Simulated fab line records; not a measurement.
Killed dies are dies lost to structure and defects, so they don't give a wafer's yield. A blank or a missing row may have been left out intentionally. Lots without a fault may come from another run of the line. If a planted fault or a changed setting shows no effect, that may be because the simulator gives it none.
Which tool is to blame? :: flow gf180mcu :: at 1 step of a route of 602, 6 lots with 18 wafers sampled

== WHAT THE GAUGES SHOWED, per wafer ==
GF_HV_LDD_CD_MEAS_46: target cd 400 nm.
lot: L752
measured: day 12 20:49
on: cd-sem-01
cd-nm (nm): 397.3 396.7 397.8

lot: L754
measured: day 13 14:38
on: cd-sem-01
cd-nm (nm): 397.4 398.9 400.0

lot: L758
measured: day 15 01:21
on: cd-sem-02
cd-nm (nm): 402.7 402.3 400.5

lot: L766
measured: day 17 09:50
on: cd-sem-01
cd-nm (nm): 400.7 398.1 400.0

lot: L768
measured: day 18 00:14
on: cd-sem-01
cd-nm (nm): 400.3 399.3 401.3

lot: L772
measured: day 19 07:29
on: cd-sem-02
cd-nm (nm): 401.1 400.8 401.8

== WHAT TOOL EACH LOT RAN ON (gives the tool, then ch and the chambers of the sampled wafers, and finally the start) ==
There is no process step in the record ahead of these readings.

== THE ANSWER, worked out from the rows above alone ==
Rule: the lots themselves supply what counts as usual. Put in order of their means at a reading, lots are off if they are a third of the lots or fewer, leave a main group of 4 or more, and stand apart from it by a gap of 3 or more times the standard deviation of the main group's means; of several such gaps the widest counts. Not used: any main group whose means are identical at the precision the tables above print for the reading. A lot without any number at a reading at which 4 lots or more have one is off too. Any other lot the step has rows for is counted as sound.
No lot is off on any of the readings shown, so nothing can be concluded from this.

== WHAT THE SIMULATOR PUT IN ==
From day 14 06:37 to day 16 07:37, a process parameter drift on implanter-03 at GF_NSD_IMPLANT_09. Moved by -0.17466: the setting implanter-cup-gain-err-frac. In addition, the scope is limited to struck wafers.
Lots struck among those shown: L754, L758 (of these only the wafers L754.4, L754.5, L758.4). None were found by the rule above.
